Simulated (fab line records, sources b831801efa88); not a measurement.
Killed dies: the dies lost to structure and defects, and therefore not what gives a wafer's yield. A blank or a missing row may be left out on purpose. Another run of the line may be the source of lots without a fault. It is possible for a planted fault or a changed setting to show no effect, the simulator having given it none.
One fault through the eyes of 2 desks || flow gf180mcu || only its own numbers are on each desk; what lay behind them is given at the end

## AT THE METROLOGY DESK
What the gauges read for every lot (on any tool): the sampled wafers with a number, averaged. The brackets show how far a lot's mean lies from the usual mean; more than 4 standard deviations puts the lot out of limits, marked OUT.
Columns: A = V1_OVL at GF_V1_OVL_MEAS_15, usual 4 nm; B = V1_W_RS at GF_V1_RS_MEAS_24, usual 0.327 ohm/sq; C = V1_W_THK at GF_V1_THK_MEAS_25, usual 344 nm
{"lot": "L752", "first seen here": "day 18 11:21", "A": 3, "B": 0.328, "C": 342}
{"lot": "L753", "first seen here": "day 18 17:08", "A": 3, "B": 0.329, "C": 341}
{"lot": "L756", "first seen here": "day 20 00:46", "A": 7, "B": 0.327, "C": 345}
{"lot": "L758", "first seen here": "day 20 16:28", "A": 3, "B": 0.333, "C": 338}
{"lot": "L759", "first seen here": "day 20 21:22", "A": 6, "B": 0.326, "C": 347}
{"lot": "L760", "first seen here": "day 21 14:14", "A": 8, "B": 0.325, "C": 345}
{"lot": "L761", "first seen here": "day 21 21:52", "A": -1, "B": 0.326, "C": 346}
{"lot": "L764", "first seen here": "day 23 07:46", "A": 8, "B": 0.328, "C": 345}
{"lot": "L767", "first seen here": "day 24 06:06", "A": -2, "B": 0.336, "C": 333}
{"lot": "L768", "first seen here": "day 24 11:05", "A": 7, "B": 0.334, "C": 336}
{"lot": "L769", "first seen here": "day 24 17:03", "A": -4, "B": 0.335, "C": 333}
Result from this desk: across the 11 lots, nothing is out of limits.

## TOOL OWNER'S DESK, cvdW-02
The tool's own readings at GF_V1_CVD_23 (deposits W, target thk 350 nm, time 105.05 s): means of the sampled wafers that have a number, for each lot that ran on this tool. The brackets show how far a lot's mean lies from the usual mean; more than 4 standard deviations puts the lot out of limits, marked OUT.
Columns: A = heaterPowerW at GF_V1_CVD_23, usual 825 W
{"lot": "L752", "first seen here": "day 18 12:15", "A": 787}
{"lot": "L753", "first seen here": "day 18 17:56", "A": 805}
{"lot": "L758", "first seen here": "day 20 17:17", "A": 803}
{"lot": "L759", "first seen here": "day 20 22:31", "A": 803}
{"lot": "L760", "first seen here": "day 21 15:04", "A": 795}
{"lot": "L761", "first seen here": "day 21 22:41", "A": 817}
{"lot": "L767", "first seen here": "day 24 07:04", "A": 804}
{"lot": "L768", "first seen here": "day 24 12:01", "A": 817}
{"lot": "L769", "first seen here": "day 24 17:53", "A": 819}
Result from this desk: across the 9 lots, nothing is out of limits.

## TAKEN TOGETHER
Metrology desk: nothing out of limits seen.
The tool owner's desk saw nothing out of limits.

## WHAT WAS PUT IN BY THE SIMULATOR
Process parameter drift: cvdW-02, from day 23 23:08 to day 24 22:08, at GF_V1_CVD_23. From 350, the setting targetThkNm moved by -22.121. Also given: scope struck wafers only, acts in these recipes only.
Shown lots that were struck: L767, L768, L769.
